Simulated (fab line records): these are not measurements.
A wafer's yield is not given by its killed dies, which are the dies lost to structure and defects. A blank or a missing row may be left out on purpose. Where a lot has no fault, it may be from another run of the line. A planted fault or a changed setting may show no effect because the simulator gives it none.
Comparing a struck lot with a sound one    flow sky130    17 steps out of a route of 708
Sound: wafers L782.4, L782.5, L782.6. Wafers struck: L781.1, L781.3, L781.5. The cause is named last.
At each step with rows: each side's tool, then ch and its chambers, then its first start. Under that, the readings that differ: sound wafers    struck wafers    difference of the means    sigmas: that difference in standard deviations of wafers without a fault.
alike: readings whose means differ by less than 2 such deviations, and words and numbers that are the same on both sides. not compared: withheld readings, readings that some wafer has no value for, bounds like >300 that may hide the same value, and numbers for which the record gives no deviation and whose values overlap.
Wherever a step has rows on one side only, a row that says differs or no value, or a row with sigmas, the two part there. When numbers do not overlap yet have no deviation, they are printed without sigmas and do not part them. A reading that every wafer of one side lacks parts them only if that side has two wafers or more.

first, 2 steps without rows for these wafers: SKY_NWELL_IMPLANT_12; SKY_NWELL_IMPLANT_13.
SKY_NWELL_STRIP_14: strips in O2/N2.
  sound on plasma-asher-02 ch 0,1, day 8 09:47; struck on plasma-asher-02 ch 0,1, day 8 02:57
  alike: drypump-motor-current-A, oes-product-au, strip-time-to-endpoint-s
  not compared: rf-hours-counter-h
SKY_NWELL_TW_MEAS_15:
  struck on film-metro-01, day 8 03:03; sound on film-metro-02, day 8 09:53
  alike: NWELL_TW
then, 7 steps without rows for these wafers: SKY_NWELL_DEHYDRATE_16 (time 60 s); SKY_NWELL_HMDS_17 (prime time 60 s); SKY_NWELL_COAT_18 (resist thk 3000 nm); SKY_NWELL_SOFTBAKE_19; SKY_NWELL_EXPOSE_20 (exposes mask NWM COMPLEMENT, target cd 840 nm); SKY_NWELL_PEB_21; SKY_NWELL_DEVELOP_22 (develop time 60 s).
SKY_NWELL_OVL_MEAS_23:
  struck on overlay-02, day 9 01:29; sound on overlay-02, day 9 08:08
  alike: NWELL_01_OVL
SKY_NWELL_IMPLANT_24:
  sound on implanter-03 ch 0, day 9 08:14; struck on implanter-02 ch 0, day 9 01:32
reading             sound             struck          difference  sigmas
beam-on-s (s)       10.32 10.08 9.82  8.55 8.34 8.44  -1.63       -9
faraday-current-uA  50.2 51.4 52.8    60.6 62.4 61.5  +10.0       +11
SKY_NWELL_STRIP_25: strips in O2/N2.
  sound on plasma-asher-01 ch 0,1, day 9 08:20; struck on plasma-asher-01 ch 0,1, day 9 01:41
  alike: drypump-motor-current-A, oes-product-au, strip-time-to-endpoint-s
  not compared: rf-hours-counter-h
SKY_NWELL_TW_MEAS_26:
  struck on film-metro-01, day 9 01:47; sound on film-metro-01, day 9 08:26
reading     sound        struck       difference  sigmas
NWELL_2_TW  495 495 494  466 464 465  -30         -5
then, 1 step without rows for these wafers: SKY_NWELL_CLEAN_27 (cleans in SC1/SC2, time 150 s).
-- the record jumps here: 41 days lie between the struck wafers' starts before and after (it left off in module NWELL and takes up again in module PAD_OPEN, whose first step shown is number 708 of the route) --
SKY_PAD_OPEN_PROBE_99:
  struck on prober-01, day 50 06:45; sound on prober-02, day 50 15:35
reading                                     sound                          struck                         difference  sigmas
model.etest.pfet_16v.r-on-ohm-um            1.521e+04 1.553e+04 1.509e+04  1.666e+04 1.703e+04 1.686e+04  +1.573e+03  
model.etest.res-iso-pwell.rs-ohm-sq         3049 3252 3056                 3473 3712 3525                 +451        
model.etest.res-pwell-under-gate.rs-ohm-sq  2276 2270 2269                 2598 2578 2578                 +313        
model.etest.res-iso-pwell.line-ohm-um       1163 1230 1148                 1322 1404 1343                 +176        
model.etest.pfet_16v.drive-ua-um            242.8 241.1 245.8              225 217.6 220.2                -22         
model.etest.res-nwell.width-nm (nm)         841.8 849 838.2                858.7 866.5 856.2              +17.5       
model.etest.field-n.vt-v (V)                36.09 36.54 36.02              32.52 33.03 32.75              -3.45       
model.etest.nfet_05v0_nvt.vt-sat-v (V)      0.2937 0.291 0.2997            0.2699 0.2796 0.2747           -0.0201     
  alike: killed_at_M0_to_M3, killed_at_M4_up, killed-at-contacts, killed-at-front-end, killed-at-other, killed-dies, killed-open, killed-short

## WHERE THEY PART
Last at SKY_NWELL_TW_MEAS_26 as far as this record goes, first at SKY_NWELL_IMPLANT_24. Later steps at which nothing parts them and some readings are alike: SKY_PAD_OPEN_PROBE_99.

WHY: whatever the simulator had introduced
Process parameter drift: implanter-02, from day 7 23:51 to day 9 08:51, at SKY_NWELL_IMPLANT_24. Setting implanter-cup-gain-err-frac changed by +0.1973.
